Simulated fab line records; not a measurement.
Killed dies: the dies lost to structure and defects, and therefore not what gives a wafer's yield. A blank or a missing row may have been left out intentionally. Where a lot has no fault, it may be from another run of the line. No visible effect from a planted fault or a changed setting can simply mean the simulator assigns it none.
Which tool did it? ; flow gf180mcu ; 11 lots, 33 wafers sampled, at 2 steps of a route of 602

== WHAT THE GAUGES READ, wafer by wafer ==
GF_M5_CD_MEAS_07: the cd target is 280 nm.
lot;measured;on;cd nm (nm)
L640;day 26 23:07;cd sem-02;280.4 280.6 281.3
L642;day 27 13:37;cd sem-01;279.3 279.3 278.5
L643;day 27 23:13;cd sem-01;281.7 282.1 281.7
L644;day 28 08:07;cd sem-01;280.7 282.1 279.8
L645;day 28 12:01;cd sem-02;278.8 278.7 279.9
L646;day 28 21:52;cd sem-02;280.7 279.3 279.6
L647;day 29 06:10;cd sem-01;279.0 278.9 279.8
L648;day 29 11:58;cd sem-02;281.3 281.4 281.3
L656;day 31 16:58;cd sem-01;278.6 279.1 279.1
L658;day 32 01:25;cd sem-01;280.7 278.4 279.7
L660;day 32 15:34;cd sem-02;278.1 279.0 278.3

== WHICH TOOL RAN EACH LOT (tool, then ch and the chambers of the sampled wafers, then the start) ==
lot;GF_MIM_METAL_ETCH_19
L640;rie metal-03 ch 0,1, day 26 01:42
L642;rie metal-01 ch 1, day 26 16:24
L643;rie metal-03 ch 1, day 27 03:04
L644;rie metal-01 ch 0,1, day 27 11:46
L645;rie metal-02 ch 0,1, day 27 15:47
L646;rie metal-03 ch 0,1, day 28 02:44
L647;rie metal-02 ch 0,1, day 28 10:43
L648;rie metal-01 ch 0,1, day 28 16:28
L656;rie metal-01 ch 0,1, day 30 23:18
L658;rie metal-02 ch 0,1, day 31 07:03
L660;rie metal-01 ch 0,1, day 31 22:18
- GF_MIM_METAL_ETCH_19: etches the open film in Cl2/BCl3, stops on Si3N4, target depth 324.5 nm, time 54.1 s.

== THE ANSWER, worked out from the rows above alone ==
Rule: the usual values come from the lots themselves. Put in order of their means at a reading, lots are off if they are a third of the lots or fewer, leave a main group of 4 or more, and stand apart from it by a gap of 3 or more times the standard deviation of the main group's means; of several such gaps the widest counts. A main group whose means are all the same, to the digits that the tables above print for the reading, isn't used. A lot without any number at a reading at which 4 lots or more have one is off too. Any other lot the step has rows for is counted as sound.
Across all readings shown, no lot is off: no conclusion can be drawn from this.

== WHAT THE SIMULATOR HAD PUT IN ==
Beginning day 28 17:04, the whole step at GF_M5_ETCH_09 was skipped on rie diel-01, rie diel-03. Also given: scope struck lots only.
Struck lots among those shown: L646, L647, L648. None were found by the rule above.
